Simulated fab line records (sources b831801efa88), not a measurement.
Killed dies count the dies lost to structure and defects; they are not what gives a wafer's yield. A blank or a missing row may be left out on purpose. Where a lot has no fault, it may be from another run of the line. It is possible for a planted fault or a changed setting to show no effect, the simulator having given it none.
fab line records    flow sky130
record: lots: 10  wafers: 30  last-day: 50
route steps=708 shown METAL3@568 VIA3@595 VIA4@651 METAL5@675 PAD_OPEN@708
lots untouched by any fault: they come from a run of this same line in which no faults occurred
start-h: hours from the record's opening day to when the first of the lot's shown wafers began    wait-h: hours elapsed since this lot's preceding step    " identical to the entry in the row above    L1.1+2: a row that stands for several wafers    - no value, or no start was given    * or withheld: withheld    < > ~ a bound
route shown NAME@n: NAME is a module with steps in the file, n the number in the route of the first one    usual: the fault-free wafers' mean and standard deviation    same: alike in all rows    chamber/n: place in a boat    sites: readings site by site    _std_site: their standard deviation    _edge_site: mean of outer sites minus mean of inner sites    radius-mm: how far each site lies from the wafer's centre    mask NAME#n: copy n    behind: the last tool/chamber to shape the wafer    hold: why the lot went on hold/how many hours it stayed there/how the hold came to an end    device: transistor that didn't switch, given as n, p or np    end of line: the route-end tests of the same wafers    step lacking rows: just its recipe    killed: dies lost to structure and defects at the first sort, not the wafer's yield    map: dies across one wafer; x = killed, . = not, _ = none there
set.NAME: the setting as run; set.NAME@STEP: as run at that earlier step    model.NAME: the simulator's own value behind a step, which no gauge read
a sample of lots followed through the steps of the route, with each step as a table and each wafer as a row
services: a tool's chamber out of use, with start hour (start-h, from the record's first day; less than 0 if before it), hours out, and reason
== steps ==
step: SKY_METAL3_METAL_ETCH_18
recipe: target-depth-a: 8450  stop-on: SiO2  over-etch-frac: 0.3  time-s: 183.1  chemistry: Cl2/BCl3  resist-sidewall-deg: 88  pressure-mtorr: 10  icp-w: 909.4  bias-w: 48.5  Cl2_flow_sccm: 60  bcl3-flow-sccm: 30
usual: bcl3-flow-sccm: 29.98/0.083  bias-w: 48.48/0.13  drypump-motor-current-A: 5.6/0.44  he-backside-leak-sccm: 3.4/0.3  mfc-cl2-sccm: 60.00/0.16  oes-product-au: 0.865/0.0056  throttle-valve-pct: 22.264/0.0088
same: time-s: 183.1
lot.wafer  tool          chamber  start-h  wait-h  bcl3-flow-sccm  bias-w  drypump-motor-current-A  he-backside-leak-sccm  mfc-cl2-sccm  oes-product-au  rf-hours-counter-h  throttle-valve-pct
L714.2     rie-metal-02  1        931.72   0.0     30.06           48.35   6.1                      3.4                    60.14         0.867           10                  22.269
L714.4     "             0        "        "       30.18           48.59   5.5                      3.4                    59.97         0.872           -                   22.275
L714.5     "             0        "        "       30.03           48.68   5.6                      3.4                    60.03         0.872           -                   22.251
L716.4     rie-metal-02  1        933.84   0.1     29.97           48.63   6.1                      3.5                    59.91         0.857           -                   22.269
L716.5     "             1        "        "       30.17           48.47   6.1                      3.7                    59.84         0.864           -                   22.259
L716.6     "             0        "        "       29.96           48.65   5.6                      3.3                    59.97         0.855           -                   22.272
L719.1     rie-metal-03  0        951.18   0.0     30.02           48.52   5.6                      6.1                    59.67         0.866           5                   22.271
L719.5     "             1        "        "       29.90           48.36   4.9                      3.2                    60.02         0.867           -                   22.250
L719.6     "             0        "        "       30.02           48.40   5.5                      3.2                    59.84         0.860           -                   22.280
L721.1     rie-metal-03  0        963.89   0.0     30.12           48.45   5.6                      3.0                    60.02         0.858           6                   22.253
L721.2     "             1        "        "       29.98           48.40   4.9                      3.2                    59.93         0.854           4                   22.262
L721.4     "             0        "        "       30.11           48.36   5.5                      3.2                    60.36         0.866           -                   22.256
L725.2     rie-metal-03  0        993.97   0.0     29.92           48.34   5.6                      4.8                    59.91         0.865           8                   22.277
L725.3     "             1        "        "       29.98           48.36   4.9                      3.2                    60.14         0.874           -                   22.250
L725.6     "             0        "        "       29.97           48.39   5.6                      3.2                    59.82         0.859           -                   22.269
L727.1     rie-metal-02  1        1013.44  0.0     30.01           48.50   6.1                      3.5                    59.84         0.869           15                  22.264
L727.2     "             0        "        "       29.81           48.54   5.6                      3.4                    60.09         0.855           16                  22.255
L727.3     "             0        "        "       29.92           48.53   5.5                      3.4                    59.84         0.866           -                   22.263
L728.1     rie-metal-04  0        1015.44  0.0     29.94           48.73   6.2                      3.4                    60.26         0.857           14                  22.277
L728.5     "             0        "        "       29.86           48.53   6.2                      3.4                    60.24         0.858           -                   22.252
L728.6     "             1        "        "       30.10           48.66   5.7                      3.1                    59.93         0.871           -                   22.264
L729.1     rie-metal-04  1        1021.97  0.0     29.99           48.52   5.7                      3.2                    59.96         0.859           9                   22.245
L729.3     "             1        "        "       30.08           48.64   5.7                      3.4                    60.10         0.864           -                   22.278
L729.6     "             1        "        "       29.98           48.37   5.6                      3.1                    60.02         0.860           -                   22.264
L730.3     rie-metal-02  1        1023.15  0.1     30.00           48.58   6.1                      3.7                    59.91         0.861           -                   22.264
L730.5     "             1        "        "       29.93           48.23   6.1                      3.5                    59.80         0.870           -                   22.268
L730.6     "             0        "        "       29.91           48.37   5.6                      3.3                    59.86         0.864           -                   22.271
L734.1     rie-metal-04  1        1044.53  0.0     30.02           48.60   5.7                      3.3                    59.89         0.866           10                  22.266
L734.5     "             0        "        "       30.01           48.49   6.2                      3.4                    59.97         0.855           -                   22.287
L734.6     "             1        "        "       30.16           48.32   5.7                      3.3                    60.21         0.866           -                   22.258
step: SKY_VIA3_RS_MEAS_22
recipe: thk-meas-gauge: four-point-probe  reads: W_of_VIA3_CVD_21+TiN_of_VIA3_SPUTTER_20
usual: VIA3_W_RS: 0.291/0.004
lot.wafer  tool           chamber  start-h  wait-h  VIA3_W_RS[ohm/sq]
L714.2     film-metro-04  -        957.86   0.1     0.285
L714.4     "              -        "        "       0.292
L714.5     "              -        "        "       0.296
L716.4     film-metro-02  -        960.44   0.1     0.293
L716.5     "              -        "        "       0.294
L716.6     "              -        "        "       0.295
L719.1     film-metro-04  -        978.23   0.1     0.298
L719.5     "              -        "        "       0.296
L719.6     "              -        "        "       0.292
L721.1     film-metro-02  -        988.52   0.1     0.288
L721.2     "              -        "        "       0.294
L721.4     "              -        "        "       0.291
L725.2     film-metro-03  -        1019.98  0.1     0.284
L725.3     "              -        "        "       0.293
L725.6     "              -        "        "       0.288
L727.1     film-metro-04  -        1039.81  0.1     0.293
L727.2     "              -        "        "       0.294
L727.3     "              -        "        "       0.294
L728.1     film-metro-04  -        1041.61  0.1     0.288
L728.5     "              -        "        "       0.290
L728.6     "              -        "        "       0.293
L729.1     film-metro-04  -        1047.20  0.1     0.292
L729.3     "              -        "        "       0.286
L729.6     "              -        "        "       0.284
L730.3     film-metro-03  -        1049.26  0.1     0.289
L730.5     "              -        "        "       0.287
L730.6     "              -        "        "       0.292
L734.1     film-metro-04  -        1068.72  0.1     0.298
L734.5     "              -        "        "       0.291
L734.6     "              -        "        "       0.297
step: SKY_VIA4_ETCH_12
recipe: target: SiO2  chemistry: C4F8/O2/Ar  stop-on: TiN  mask-material: NOVOLAK  source-w: 1500  bias-w: 1200  pressure-mtorr: 40  c4f8-flow-sccm: withheld  O2_flow_sccm: 6  Ar_flow_sccm: 300  time-s: withheld  target-depth-a: 5800
usual: bias-w: 1200/4  chamber-pressure-mTorr: 40.00/0.037  oes-product-au: 0.926/0.0045
lot.wafer  tool         chamber  start-h  wait-h  bias-w  chamber-pressure-mTorr  oes-product-au
L716.4     rie-diel-04  1        1041.05  0.0     1195    39.95                   0.922
L716.5     "            2        "        "       1201    40.01                   0.930
L716.6     "            3        "        "       1199    40.02                   0.924
L714.2     rie-diel-02  1        1041.35  0.0     1201    39.94                   0.926
L714.4     "            2        "        "       1194    39.91                   0.927
L714.5     "            3        "        "       1198    40.05                   0.934
L719.1     rie-diel-04  1        1049.20  0.0     -       -                       -
L719.5     "            3        "        "       -       -                       -
L719.6     "            0        "        "       -       -                       -
L721.1     rie-diel-01  2        1060.56  0.0     1204    39.98                   0.933
L721.2     "            3        "        "       1200    39.98                   0.927
L721.4     "            1        "        "       1201    40.04                   0.924
L725.2     rie-diel-04  2        1087.97  0.0     1195    39.95                   0.925
L725.3     "            0        "        "       1201    39.96                   0.919
L725.6     "            2        "        "       1200    40.00                   0.923
L727.1     rie-diel-04  0        1109.32  0.0     1199    40.00                   0.927
L727.2     "            2        "        "       1198    39.97                   0.924
L727.3     "            3        "        "       1201    40.04                   0.929
L728.1     rie-diel-04  2        1110.90  0.0     1201    40.03                   0.919
L728.5     "            0        "        "       1202    39.99                   0.923
L728.6     "            2        "        "       1200    40.00                   0.925
L729.1     rie-diel-04  0        1113.85  0.0     1202    39.99                   0.922
L729.3     "            2        "        "       1204    39.96                   0.924
L729.6     "            2        "        "       1210    39.98                   0.927
L730.3     rie-diel-04  2        1116.12  0.0     1198    40.04                   0.931
L730.5     "            3        "        "       1196    39.94                   0.928
L730.6     "            0        "        "       1207    40.03                   0.930
L734.1     rie-diel-04  3        1130.82  0.0     1198    40.03                   0.925
L734.5     "            1        "        "       1203    40.06                   0.927
L734.6     "            2        "        "       1193    40.03                   0.929
step: SKY_VIA4_STRIP_13
recipe: chemistry: O2/N2  power-w: 1400  pressure-mtorr: 1500  platen-temp-c: withheld  o2-flow-sccm: 3000  n2-flow-sccm: 300  overash-fraction: 0.5
usual: drypump-motor-current-A: 5.4/0.45  oes-product-au: 0.709/0.0048  strip-time-to-endpoint-s: 12.81/0.038
lot.wafer  tool             chamber  start-h  wait-h  drypump-motor-current-A  oes-product-au  rf-hours-counter-h  strip-time-to-endpoint-s
L716.4     plasma-asher-02  0        1041.16  -       5.4                      0.710           -                   12.83
L716.5     "                1        "        "       4.8                      0.706           -                   12.78
L716.6     "                0        "        "       5.5                      0.707           -                   12.79
L714.2     plasma-asher-04  0        1041.43  -       5.4                      0.711           63                  12.78
L714.4     "                0        "        "       5.4                      0.715           -                   12.78
L714.5     "                0        "        "       5.4                      0.705           -                   12.78
L719.1     plasma-asher-03  0        1049.28  -       6.2                      0.711           95                  14.17
L719.5     "                1        "        "       5.3                      0.714           -                   14.21
L719.6     "                0        "        "       6.2                      0.714           -                   14.20
L721.1     plasma-asher-04  0        1060.64  -       5.4                      0.710           65                  12.80
L721.2     "                1        "        "       5.8                      0.703           65                  12.77
L721.4     "                0        "        "       5.4                      0.714           -                   12.82
L725.2     plasma-asher-02  0        1088.04  -       5.4                      0.708           2                   12.82
L725.3     "                0        "        "       5.5                      0.713           -                   12.80
L725.6     "                0        "        "       5.5                      0.706           -                   12.75
L727.1     plasma-asher-02  0        1109.39  -       5.4                      0.709           4                   12.83
L727.2     "                1        "        "       4.7                      0.702           4                   12.83
L727.3     "                1        "        "       4.8                      0.714           -                   12.80
L728.1     plasma-asher-02  1        1110.98  -       4.8                      0.709           4                   12.78
L728.5     "                1        "        "       4.8                      0.709           -                   12.80
L728.6     "                0        "        "       5.4                      0.703           -                   12.78
L729.1     plasma-asher-04  1        1113.93  -       5.8                      0.711           71                  12.82
L729.3     "                1        "        "       5.8                      0.706           -                   12.76
L729.6     "                0        "        "       5.4                      0.714           -                   12.82
L730.3     plasma-asher-02  1        1116.22  -       4.8                      0.708           -                   12.84
L730.5     "                0        "        "       5.5                      0.711           -                   12.81
L730.6     "                1        "        "       4.7                      0.710           -                   12.79
L734.1     plasma-asher-02  0        1130.89  -       5.4                      0.716           6                   12.77
L734.5     "                1        "        "       4.8                      0.710           -                   12.74
L734.6     "                0        "        "       5.4                      0.714           -                   12.75
step: SKY_METAL5_DESCUM_14
recipe: chemistry: O2  source-power-w: 150  bias-power-w: 0  pressure-mtorr: 10  temp-c: 40  time-s: 11
usual: drypump-motor-current-A: 5.9/0.31  he-backside-leak-sccm: 3.35/0.22  oes-product-au: 0.995/0.0065
same: time-s: 11
lot.wafer  tool          chamber  start-h  wait-h  drypump-motor-current-A  he-backside-leak-sccm  oes-product-au  rf-hours-counter-h
L716.4     rie-metal-02  1        1064.84  0.1     6.1                      3.62                   0.994           -
L716.5     "             1        "        "       6.1                      3.52                   0.982           -
L716.6     "             0        "        "       5.5                      3.47                   0.997           -
L714.2     rie-metal-04  0        1065.13  0.1     6.2                      3.46                   0.999           17
L714.4     "             1        "        "       5.7                      3.18                   0.994           -
L714.5     "             0        "        "       6.2                      3.39                   0.994           -
L721.1     rie-metal-04  1        1083.88  0.1     5.7                      3.50                   0.999           12
L721.2     "             0        "        "       6.2                      3.52                   0.992           18
L721.4     "             0        "        "       6.2                      4.64                   0.993           -
L725.2     rie-metal-01  1        1112.08  0.1     6.4                      3.06                   0.997           2
L725.3     "             0        "        "       5.6                      3.17                   0.994           -
L725.6     "             1        "        "       6.3                      3.25                   0.998           -
L727.1     rie-metal-04  1        1130.13  0.1     5.7                      3.27                   0.990           16
L727.2     "             0        "        "       6.2                      3.48                   0.998           21
L727.3     "             1        "        "       5.7                      3.28                   0.993           -
L728.1     rie-metal-04  1        1132.97  0.1     5.7                      3.22                   0.990           16
L728.5     "             1        "        "       5.7                      3.29                   0.989           -
L728.6     "             0        "        "       6.2                      3.38                   0.989           -
L729.1     rie-metal-04  0        1135.37  0.1     6.2                      3.34                   0.992           22
L729.3     "             0        "        "       6.2                      3.50                   0.999           -
L729.6     "             0        "        "       6.2                      3.40                   0.994           -
L730.3     rie-metal-04  1        1137.00  0.1     5.7                      3.35                   0.994           -
L730.5     "             1        "        "       5.6                      3.21                   0.993           -
L730.6     "             0        "        "       6.2                      3.54                   0.995           -
L734.1     rie-metal-01  0        1151.64  0.1     5.6                      3.19                   0.996           17
L734.5     "             1        "        "       6.4                      3.57                   1.003           -
L734.6     "             0        "        "       5.6                      3.22                   1.006           -
step: SKY_PAD_OPEN_PROBE_99
usual: defect-limited-yield: 82.9/1.8  killed_at_M0_to_M3: 42/7.2  killed_at_M4_up: 3.2/1.8  killed-at-contacts: 24/5.4  killed-at-front-end: 15/4  killed-at-other: 0.3/0.59  killed-dies: 84/9  killed-on-rim: 17/3.3  killed-open: 46/7.1  killed-short: 38/6  sort_bin_3_pad_short: 0.8/0.41  sort_bin_5_function: 10.1/1.3  sort_bin_6_memory: 6.3/1.2  sort-n-pass: 408/9  sort-yield-pct: 82.9/1.8
same: gross-dies: 492  killed-at-back-side: 0  sort_bin_4_leakage[%]: 0  sort_bin_8_speed[%]: 0
lot.wafer  tool       chamber  start-h  wait-h  hold                    defect-limited-yield[%]  killed_at_M0_to_M3  killed_at_M4_up  killed-at-contacts  killed-at-front-end  killed-at-other  killed-dies  killed-on-rim  killed-open  killed-short  sort_bin_3_pad_short[%]  sort_bin_5_function[%]  sort_bin_6_memory[%]  sort-n-pass  sort-yield-pct[%]
L716.4     prober-02  -        1108.59  0.2     -                       80.7                     50                  6                29                  10                   0                95           23             50           45            1.4                      11.2                    6.7                   397          80.7
L716.5     prober-02  -        1108.64  0.2     -                       80.1                     47                  5                26                  20                   0                98           18             50           48            1.0                      10.2                    8.7                   394          80.1
L716.6     prober-02  -        1108.69  0.2     -                       80.1                     50                  0                34                  13                   1                98           15             56           42            0.8                      11.0                    8.1                   394          80.1
L714.2     prober-01  -        1109.35  0.1     -                       82.9                     41                  4                20                  19                   0                84           17             48           35            0.4                      10.0                    6.7                   408          82.9
L714.4     prober-01  -        1109.45  0.2     -                       81.9                     37                  3                24                  24                   1                89           18             46           43            1.2                      10.8                    6.1                   403          81.9
L714.5     prober-01  -        1109.50  0.2     -                       82.1                     31                  2                37                  18                   0                88           18             54           34            1.2                      9.6                     7.1                   404          82.1
L719.1     prober-02  -        1115.80  0.1     await-dispo/8.4h/scrap  0                        50                  399              23                  19                   1                492          96             46           49            1.2                      91.7                    7.1                   0            0
L719.5     prober-02  -        1116.00  0.2     await-dispo/8.4h/scrap  0                        46                  402              31                  13                   0                492          96             54           38            0.6                      93.5                    5.9                   0            0
L719.6     prober-02  -        1116.05  0.2     await-dispo/8.4h/scrap  0                        36                  415              24                  17                   0                492          96             45           34            1.6                      94.1                    4.3                   0            0
L721.1     prober-01  -        1128.56  0.1     -                       82.9                     52                  3                19                  9                    1                84           19             41           40            0.2                      9.6                     7.3                   408          82.9
L721.2     prober-01  -        1128.61  0.1     -                       80.3                     55                  5                27                  10                   0                97           14             54           43            0                        12.8                    6.9                   395          80.3
L721.4     prober-01  -        1128.71  0.2     -                       82.1                     47                  0                27                  14                   0                88           22             42           46            0.8                      11.0                    6.1                   404          82.1
L725.2     prober-02  -        1156.17  0.1     -                       82.9                     42                  3                22                  17                   0                84           18             44           40            1.0                      10.4                    5.7                   408          82.9
L725.3     prober-02  -        1156.22  0.2     -                       81.1                     47                  3                20                  23                   0                93           22             49           44            0.8                      9.8                     8.3                   399          81.1
L725.6     prober-02  -        1156.37  0.2     -                       85.8                     34                  0                26                  10                   0                70           19             44           26            0.8                      8.1                     5.3                   422          85.8
L727.1     prober-01  -        1168.84  0.1     -                       81.9                     34                  1                29                  25                   0                89           22             53           36            0.6                      11.6                    5.9                   403          81.9
L727.2     prober-01  -        1168.89  0.1     -                       82.3                     40                  6                26                  15                   0                87           15             48           39            0.8                      11.6                    5.3                   405          82.3
L727.3     prober-01  -        1168.94  0.2     -                       84.6                     32                  6                24                  14                   0                76           13             39           37            1.2                      9.1                     5.1                   416          84.6
L728.1     prober-02  -        1171.13  0.1     -                       84.1                     45                  6                19                  8                    0                78           10             33           44            1.0                      9.8                     5.1                   414          84.1
L728.5     prober-02  -        1171.33  0.2     -                       81.7                     49                  4                21                  15                   1                90           11             45           45            0                        11.4                    6.9                   402          81.7
L728.6     prober-02  -        1171.38  0.2     -                       85.8                     27                  7                20                  15                   1                70           16             37           32            0.8                      9.1                     4.3                   422          85.8
L729.1     prober-01  -        1173.80  0.1     -                       83.3                     39                  3                27                  11                   2                82           16             37           44            1.2                      10.6                    4.9                   410          83.3
L729.3     prober-01  -        1173.90  0.2     -                       80.9                     48                  4                21                  21                   0                94           21             55           38            0.6                      10.6                    7.9                   398          80.9
L729.6     prober-01  -        1174.05  0.2     -                       86.8                     34                  1                17                  12                   1                65           11             44           21            0.2                      8.7                     4.3                   427          86.8
L730.3     prober-02  -        1176.18  0.2     -                       82.1                     54                  3                13                  17                   1                88           20             45           43            1.0                      10.4                    6.5                   404          82.1
L730.5     prober-02  -        1176.28  0.2     -                       85.0                     25                  7                30                  12                   0                74           14             38           36            0.6                      9.1                     5.3                   418          85.0
L730.6     prober-02  -        1176.33  0.2     -                       82.1                     41                  1                31                  15                   0                88           26             49           39            1.4                      8.1                     8.3                   404          82.1
L734.1     prober-02  -        1188.84  0.1     -                       84.3                     42                  3                23                  9                    0                77           17             44           33            0                        11.0                    4.7                   415          84.3
L734.5     prober-02  -        1189.04  0.2     -                       85.2                     35                  4                19                  15                   0                73           15             46           27            0.6                      7.9                     6.3                   419          85.2
L734.6     prober-02  -        1189.09  0.2     -                       80.7                     43                  4                33                  15                   0                95           18             52           43            0.8                      12.0                    6.5                   397          80.7
killed by level:class
L716.4 CONTACT:geometric-particle:open=16 METAL1:geometric-particle:short=10 VIA1:geometric-particle:open=9 VIA3:geometric-particle:open=8 METAL2:geometric-particle:short=7 LI_CONTACT:geometric-particle:short=5 VIA3:geometric-particle:short=5 METAL4:geometric-particle:short=4
L716.5 VIA1:geometric-particle:open=13 CONTACT:geometric-particle:open=10 FIELD_ISO:geometric-particle:short=7 VIA3:geometric-particle:open=7 METAL2:geometric-particle:short=6 METAL3:geometric-particle:short=6 LOCAL_INTERCONNECT:geometric-particle:short=5 POLY_GATE:geometric-particle:open=5
L716.6 VIA1:geometric-particle:open=14 CONTACT:geometric-particle:open=9 METAL2:geometric-particle:short=9 VIA2:geometric-particle:open=8 LI_CONTACT:geometric-particle:open=7 FIELD_ISO:geometric-particle:open=6 LOCAL_INTERCONNECT:geometric-particle:short=6 LI_CONTACT:geometric-particle:short=5
L714.2 VIA1:geometric-particle:open=10 CONTACT:geometric-particle:open=8 METAL1:geometric-particle:short=7 LI_CONTACT:geometric-particle:open=6 VIA1:geometric-particle:short=5 FIELD_ISO:geometric-particle:open=4 POLY_GATE:geometric-particle:open=4 VIA3:geometric-particle:open=4
L714.4 VIA1:geometric-particle:open=11 METAL2:geometric-particle:short=9 CONTACT:geometric-particle:short=8 CONTACT:geometric-particle:open=8 METAL1:geometric-particle:short=6 POLY_GATE:geometric-particle:open=5 SPACER:geometric-particle:open=5 FIELD_ISO:geometric-particle:open=4
L714.5 CONTACT:geometric-particle:open=14 VIA1:geometric-particle:open=9 LI_CONTACT:geometric-particle:open=8 LOCAL_INTERCONNECT:geometric-particle:short=7 METAL1:geometric-particle:short=6 SPACER:geometric-particle:open=5 POLY_GATE:geometric-particle:open=4 VIA1:geometric-particle:short=4
L719.1 VIA4:area-etch=397 VIA1:geometric-particle:open=9 LI_CONTACT:geometric-particle:open=7 CONTACT:geometric-particle:open=7 METAL1:geometric-particle:short=7 VIA3:geometric-particle:open=7 VIA3:geometric-particle:short=6 FIELD_ISO:geometric-particle:short=5
L719.5 VIA4:area-etch=400 CONTACT:geometric-particle:open=12 VIA1:geometric-particle:open=10 VIA2:geometric-particle:open=8 VIA3:geometric-particle:open=7 LI_CONTACT:geometric-particle:open=6 LOCAL_INTERCONNECT:geometric-particle:short=6 CONTACT:geometric-particle:short=6
L719.6 VIA4:area-etch=413 CONTACT:geometric-particle:open=10 VIA1:geometric-particle:open=9 VIA2:geometric-particle:open=8 POLY_GATE:geometric-particle:short=5 LI_CONTACT:geometric-particle:short=5 LI_CONTACT:geometric-particle:open=5 FIELD_ISO:geometric-particle:short=4
L721.1 VIA1:geometric-particle:open=14 METAL2:geometric-particle:short=7 CONTACT:geometric-particle:open=6 VIA1:geometric-particle:short=6 LI_CONTACT:geometric-particle:open=5 VIA2:geometric-particle:open=5 VIA2:geometric-particle:short=5 VIA3:geometric-particle:short=4
L721.2 VIA1:geometric-particle:open=16 METAL2:geometric-particle:short=14 CONTACT:geometric-particle:open=10 VIA3:geometric-particle:open=9 VIA2:geometric-particle:open=6 LOCAL_INTERCONNECT:geometric-particle:short=5 LI_CONTACT:geometric-particle:open=4 LI_CONTACT:geometric-particle:short=4
L721.4 VIA1:geometric-particle:open=14 METAL2:geometric-particle:short=8 CONTACT:geometric-particle:open=8 VIA1:geometric-particle:short=7 LI_CONTACT:geometric-particle:short=6 VIA3:geometric-particle:open=6 FIELD_ISO:geometric-particle:open=5 LI_CONTACT:geometric-particle:open=5
L725.2 VIA1:geometric-particle:open=12 VIA2:geometric-particle:open=8 FIELD_ISO:geometric-particle:short=7 VIA1:geometric-particle:short=6 POLY_GATE:geometric-particle:short=5 LI_CONTACT:geometric-particle:open=5 LOCAL_INTERCONNECT:geometric-particle:short=5 CONTACT:geometric-particle:open=5
L725.3 VIA1:geometric-particle:open=10 CONTACT:geometric-particle:open=9 METAL2:geometric-particle:short=8 VIA2:geometric-particle:open=7 FIELD_ISO:geometric-particle:short=6 POLY_GATE:geometric-particle:open=5 LI_CONTACT:geometric-particle:open=4 METAL1:geometric-particle:short=4
L725.6 LI_CONTACT:geometric-particle:open=11 VIA2:geometric-particle:open=8 CONTACT:geometric-particle:open=6 VIA1:geometric-particle:open=6 VIA1:geometric-particle:short=5 VIA3:geometric-particle:open=5 LOCAL_INTERCONNECT:geometric-particle:short=4 METAL3:geometric-particle:short=4
L727.1 VIA1:geometric-particle:open=11 CONTACT:geometric-particle:open=9 FIELD_ISO:geometric-particle:open=8 FIELD_ISO:geometric-particle:short=7 LOCAL_INTERCONNECT:geometric-particle:short=6 VIA2:geometric-particle:open=6 POLY_GATE:geometric-particle:open=5 LI_CONTACT:geometric-particle:open=4
L727.2 CONTACT:geometric-particle:open=8 VIA3:geometric-particle:open=8 CONTACT:geometric-particle:short=7 VIA1:geometric-particle:open=7 LI_CONTACT:geometric-particle:open=6 VIA2:geometric-particle:open=5 METAL1:geometric-particle:short=4 METAL2:geometric-particle:short=4
L727.3 METAL1:geometric-particle:short=7 VIA1:geometric-particle:open=7 LI_CONTACT:geometric-particle:open=6 LOCAL_INTERCONNECT:geometric-particle:short=6 VIA2:geometric-particle:open=6 CONTACT:geometric-particle:open=5 FIELD_ISO:geometric-particle:short=4 METAL4:geometric-particle:short=4
L728.1 VIA1:geometric-particle:open=11 CONTACT:geometric-particle:open=7 VIA2:geometric-particle:open=7 METAL1:geometric-particle:short=6 VIA2:geometric-particle:short=6 METAL2:geometric-particle:short=6 CONTACT:geometric-particle:short=5 METAL4:geometric-particle:short=5
L728.5 METAL2:geometric-particle:short=12 CONTACT:geometric-particle:open=9 VIA1:geometric-particle:open=9 CONTACT:geometric-particle:short=8 VIA3:geometric-particle:open=7 POLY_GATE:geometric-particle:short=6 VIA2:geometric-particle:open=6 FIELD_ISO:geometric-particle:open=3
L728.6 LI_CONTACT:geometric-particle:open=8 VIA1:geometric-particle:open=6 LOCAL_INTERCONNECT:geometric-particle:short=5 CONTACT:geometric-particle:open=5 VIA3:geometric-particle:short=5 POLY_GATE:geometric-particle:short=4 VIA3:geometric-particle:open=4 VIA1:geometric-particle:short=3
L729.1 VIA1:geometric-particle:open=8 LI_CONTACT:geometric-particle:open=7 METAL2:geometric-particle:short=7 CONTACT:geometric-particle:open=6 CONTACT:geometric-particle:short=5 LOCAL_INTERCONNECT:geometric-particle:short=5 METAL1:geometric-particle:short=4 VIA1:geometric-particle:short=4
L729.3 VIA1:geometric-particle:open=13 CONTACT:geometric-particle:open=8 VIA3:geometric-particle:open=7 FIELD_ISO:geometric-particle:open=6 POLY_GATE:geometric-particle:short=6 LI_CONTACT:geometric-particle:open=6 VIA1:geometric-particle:short=6 METAL1:geometric-particle:short=5
L729.6 CONTACT:geometric-particle:open=7 LI_CONTACT:geometric-particle:open=6 VIA3:geometric-particle:open=6 VIA2:geometric-particle:open=5 VIA1:geometric-particle:open=5 METAL2:geometric-particle:short=5 FIELD_ISO:geometric-particle:open=4 VIA2:geometric-particle:short=4
L730.3 VIA1:geometric-particle:open=11 VIA2:geometric-particle:open=9 POLY_GATE:geometric-particle:short=8 VIA3:geometric-particle:open=8 METAL1:geometric-particle:short=7 LI_CONTACT:geometric-particle:open=6 METAL2:geometric-particle:short=6 METAL3:geometric-particle:short=6
L730.5 CONTACT:geometric-particle:open=13 LI_CONTACT:geometric-particle:open=8 METAL4:geometric-particle:short=5 VIA1:geometric-particle:short=5 VIA1:geometric-particle:open=5 METAL3:geometric-particle:short=5 POLY_GATE:geometric-particle:short=4 LOCAL_INTERCONNECT:geometric-particle:short=4
L730.6 LI_CONTACT:geometric-particle:open=11 CONTACT:geometric-particle:short=8 METAL2:geometric-particle:short=7 VIA1:geometric-particle:open=6 VIA3:geometric-particle:open=6 LOCAL_INTERCONNECT:geometric-particle:short=5 CONTACT:geometric-particle:open=5 VIA2:geometric-particle:open=5
L734.1 VIA2:geometric-particle:open=9 VIA1:geometric-particle:open=9 CONTACT:geometric-particle:open=7 METAL1:geometric-particle:short=7 LI_CONTACT:geometric-particle:open=6 FIELD_ISO:geometric-particle:open=4 LOCAL_INTERCONNECT:geometric-particle:short=4 METAL2:geometric-particle:short=4
L734.5 CONTACT:geometric-particle:open=8 VIA1:geometric-particle:open=8 LI_CONTACT:geometric-particle:open=7 VIA2:geometric-particle:open=7 VIA3:geometric-particle:open=7 FIELD_ISO:geometric-particle:short=5 POLY_GATE:geometric-particle:short=4 METAL1:geometric-particle:short=4
L734.6 CONTACT:geometric-particle:open=11 CONTACT:geometric-particle:short=10 VIA3:geometric-particle:open=8 LI_CONTACT:geometric-particle:open=7 METAL1:geometric-particle:short=7 VIA1:geometric-particle:open=7 VIA2:geometric-particle:open=7 METAL2:geometric-particle:short=6
== services ==
tool             chamber  start-h  hours  kind
rie-metal-04     -        912.26   0.7    repair
rie-diel-01      0        917.40   4.9    repair
rie-diel-04      -        936.55   0.6    repair
rie-metal-02     -        948.69   1.5    repair
rie-metal-04     -        949.64   2.8    pm
plasma-asher-02  -        952.72   1.2    repair
plasma-asher-04  -        964.23   2.4    repair
rie-diel-01      0        983.73   2.6    repair
rie-diel-04      3        991.62   8.3    repair
rie-diel-02      1        1001.98  5.6    repair
rie-diel-01      0        1008.23  3.6    repair
plasma-asher-03  -        1012.01  1.4    repair
rie-metal-01     0        1026.30  2.9    repair
rie-metal-01     -        1027.39  1.9    repair
plasma-asher-03  -        1034.58  5.4    repair
rie-diel-02      -        1036.24  0.4    repair
rie-diel-04      -        1050.56  28.1   pm
plasma-asher-02  -        1055.25  9.0    pm
rie-diel-04      1        1084.48  26.8   repair
rie-metal-03     0        1101.40  2.6    repair
rie-diel-04      -        1101.76  2.8    pm
rie-metal-02     -        1137.64  2.8    pm
rie-diel-04      1        1143.83  1.9    repair
plasma-asher-04  -        1148.64  4.3    pm
== key ==
first-sign: step: SKY_VIA4_ETCH_12  reading: tool-record  direction: missing
effect: step: SKY_VIA4_STRIP_13  reading: strip-time-to-endpoint-s  direction: up  sigmas: 37  usual: *  struck: *
effect: step: SKY_PAD_OPEN_PROBE_99  reading: killed_at_M4_up  direction: up  sigmas: 99+  usual: 3.2  struck: 405.3
more-kills-born-at: SKY_VIA4_ETCH_12@rie-diel-04: 1210
met-at SKY_VIA4_ETCH_12
struck-lots L719
later-rows-left-out L719.1,L719.5,L719.6
not-acting-at SKY_METAL3_METAL_ETCH_18,SKY_VIA3_RS_MEAS_22,SKY_METAL5_DESCUM_14
onset-between 1041.35 1049.20
fault: kind: skipped-step-whole  tool: rie-diel-02,rie-diel-04  chamber: -  onset-h: 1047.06  steps: SKY_VIA4_ETCH_12  scope: struck-lots-only
later-rows-left-out: the simulator's readings of these wafers behind a module that went badly wrong aren't trusted and aren't shown, but for the sort
